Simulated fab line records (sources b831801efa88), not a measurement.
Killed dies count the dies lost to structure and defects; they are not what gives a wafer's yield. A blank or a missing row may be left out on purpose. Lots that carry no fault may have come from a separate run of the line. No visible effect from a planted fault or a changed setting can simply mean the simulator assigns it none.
Commonality check across tools || flow sky130 || Lots sampled 14, wafers sampled 48

== REASON FOR OPENING ==
At SKY_SD_N_RS_MEAS_18 the reading RES_XHIGH_RS is flagged on 2 of 14 lots. Fault-free wafers read 333.4 ohm/sq, with a standard deviation of 1.3.
Rule: a lot is flagged in two cases, either no wafer of it has a number, or all its wafers with numbers fall more than 4 standard deviations from that mean. All remaining lots are regarded as sound.

{"lot": "L625", "measured": "day 28 10:38", "on": "film_metro-03", "RES_XHIGH_RS (ohm/sq), wafer by wafer": "332.8 332.8 331.7", "flag": ""}
{"lot": "L626", "measured": "day 28 18:51", "on": "film_metro-02", "RES_XHIGH_RS (ohm/sq), wafer by wafer": "332.3 332.3 333.0", "flag": ""}
{"lot": "L630", "measured": "day 30 03:41", "on": "film_metro-04", "RES_XHIGH_RS (ohm/sq), wafer by wafer": "330.6 331.6 331.7", "flag": ""}
{"lot": "L629", "measured": "day 30 03:55", "on": "film_metro-03", "RES_XHIGH_RS (ohm/sq), wafer by wafer": "333.9 334.1 332.7", "flag": ""}
{"lot": "L631", "measured": "day 30 12:46", "on": "film_metro-03", "RES_XHIGH_RS (ohm/sq), wafer by wafer": "336.1 336.6 336.6", "flag": ""}
{"lot": "L632", "measured": "day 31 07:25", "on": "film_metro-03", "RES_XHIGH_RS (ohm/sq), wafer by wafer": "333.4 333.2 333.9", "flag": ""}
{"lot": "L634", "measured": "day 31 14:34", "on": "film_metro-04", "RES_XHIGH_RS (ohm/sq), wafer by wafer": "331.8 331.1 331.5", "flag": ""}
{"lot": "L635", "measured": "day 32 00:10", "on": "film_metro-02", "RES_XHIGH_RS (ohm/sq), wafer by wafer": "330.5 332.8 333.0", "flag": ""}
{"lot": "L636", "measured": "day 32 01:03", "on": "film_metro-03", "RES_XHIGH_RS (ohm/sq), wafer by wafer": "334.2 333.3 334.1", "flag": ""}
{"lot": "L640", "measured": "day 33 19:39", "on": "film_metro-03", "RES_XHIGH_RS (ohm/sq), wafer by wafer": "335.0 332.7 332.9", "flag": ""}
{"lot": "L643", "measured": "day 34 18:28", "on": "film_metro-03", "RES_XHIGH_RS (ohm/sq), wafer by wafer": "396.8 397.4 396.7 396.7 399.0 397.3", "flag": "FLAGGED"}
{"lot": "L645", "measured": "day 35 01:59", "on": "film_metro-03", "RES_XHIGH_RS (ohm/sq), wafer by wafer": "399.6 397.7 398.7 399.3 399.0 398.9", "flag": "FLAGGED"}
{"lot": "L646", "measured": "day 35 06:20", "on": "film_metro-03", "RES_XHIGH_RS (ohm/sq), wafer by wafer": "332.5 334.2 332.9", "flag": ""}
{"lot": "L647", "measured": "day 35 12:08", "on": "film_metro-04", "RES_XHIGH_RS (ohm/sq), wafer by wafer": "335.1 335.0 333.8", "flag": ""}
Average over the flagged lots: 398.1 ohm/sq; offset from the usual +64.7 ohm/sq, equal to +50 standard deviations.

== WHICH TOOL RAN EACH LOT ==
The record keeps 1 process step preceding the reading, out of 708 steps on the route. Every cell lists first the tool, next ch and the chambers used by the sampled wafers, and last the start.
{"lot": "L625", "flag": "", "SKY_RES_XHIGH_IMPLANT_07": "implanter-02 ch 0, day 27 04:16"}
{"lot": "L626", "flag": "", "SKY_RES_XHIGH_IMPLANT_07": "implanter-03 ch 0, day 27 13:40"}
{"lot": "L630", "flag": "", "SKY_RES_XHIGH_IMPLANT_07": "implanter-01 ch 0, day 28 22:02"}
{"lot": "L629", "flag": "", "SKY_RES_XHIGH_IMPLANT_07": "implanter-01 ch 0, day 28 23:02"}
{"lot": "L631", "flag": "", "SKY_RES_XHIGH_IMPLANT_07": "implanter-02 ch 0, day 29 08:05"}
{"lot": "L632", "flag": "", "SKY_RES_XHIGH_IMPLANT_07": "implanter-02 ch 0, day 30 02:32"}
{"lot": "L634", "flag": "", "SKY_RES_XHIGH_IMPLANT_07": "implanter-01 ch 0, day 30 10:03"}
{"lot": "L635", "flag": "", "SKY_RES_XHIGH_IMPLANT_07": "implanter-02 ch 0, day 30 18:59"}
{"lot": "L636", "flag": "", "SKY_RES_XHIGH_IMPLANT_07": "implanter-03 ch 0, day 30 20:28"}
{"lot": "L640", "flag": "", "SKY_RES_XHIGH_IMPLANT_07": "implanter-02 ch 0, day 32 15:08"}
{"lot": "L643", "flag": "FLAGGED", "SKY_RES_XHIGH_IMPLANT_07": "implanter-01 ch 0, day 33 14:57"}
{"lot": "L645", "flag": "FLAGGED", "SKY_RES_XHIGH_IMPLANT_07": "implanter-01 ch 0, day 33 22:27"}
{"lot": "L646", "flag": "", "SKY_RES_XHIGH_IMPLANT_07": "implanter-02 ch 0, day 34 02:53"}
{"lot": "L647", "flag": "", "SKY_RES_XHIGH_IMPLANT_07": "implanter-03 ch 0, day 34 08:40"}
These steps, and what they do:
- SKY_RES_XHIGH_IMPLANT_07
- SKY_SD_N_RS_MEAS_18: measures by four-point-probe.

== FLAGGED AGAINST TOTAL, ONE TOOL AT A TIME (gauges that did the reading follow at the end) ==
{"step": "SKY_RES_XHIGH_IMPLANT_07", "tool": "implanter-01", "lots run": 5, "flagged": 2, "share of the flagged lots": "all", "sound lots run after its first flagged lot": 0}
{"step": "SKY_RES_XHIGH_IMPLANT_07", "tool": "implanter-02", "lots run": 6, "flagged": 0, "share of the flagged lots": "none", "sound lots run after its first flagged lot": "-"}
{"step": "SKY_RES_XHIGH_IMPLANT_07", "tool": "implanter-03", "lots run": 3, "flagged": 0, "share of the flagged lots": "none", "sound lots run after its first flagged lot": "-"}
{"step": "SKY_SD_N_RS_MEAS_18", "tool": "film_metro-02", "lots run": 2, "flagged": 0, "share of the flagged lots": "none", "sound lots run after its first flagged lot": "-"}
{"step": "SKY_SD_N_RS_MEAS_18", "tool": "film_metro-03", "lots run": 9, "flagged": 2, "share of the flagged lots": "all", "sound lots run after its first flagged lot": "1 (L646)"}
{"step": "SKY_SD_N_RS_MEAS_18", "tool": "film_metro-04", "lots run": 3, "flagged": 0, "share of the flagged lots": "none", "sound lots run after its first flagged lot": "-"}

== WHAT IS ALLOWED BY THE TABLE ==
implanter-01 at SKY_RES_XHIGH_IMPLANT_07 and film_metro-03 at SKY_SD_N_RS_MEAS_18 are the 2 rows of the table that ran each flagged lot.
- implanter-01 at SKY_RES_XHIGH_IMPLANT_07 ran 5 lots, 2 of them flagged. Its last sound lot is L634 (day 30 10:03), its first flagged lot L643 (day 33 14:57): a fault that began between those two fits. Its own readings lie more than 4 standard deviations out on every wafer of the flagged lots: dose_ions_cm2.
- film_metro-03 at SKY_SD_N_RS_MEAS_18 ran 9 lots, 2 of them flagged. After the first flagged lot (L646), sound lots still ran on it; a lasting fault on the whole tool would not permit that.
implanter-01 at SKY_RES_XHIGH_IMPLANT_07 is the single tool remaining.

== WHAT WAS PUT IN BY THE SIMULATOR ==
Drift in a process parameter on implanter-01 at SKY_RES_XHIGH_IMPLANT_07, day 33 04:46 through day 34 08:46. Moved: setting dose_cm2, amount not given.
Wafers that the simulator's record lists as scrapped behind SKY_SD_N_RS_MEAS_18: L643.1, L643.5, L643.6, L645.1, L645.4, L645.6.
Struck lots among those shown: L643, L645. This agrees with what the rule above found.
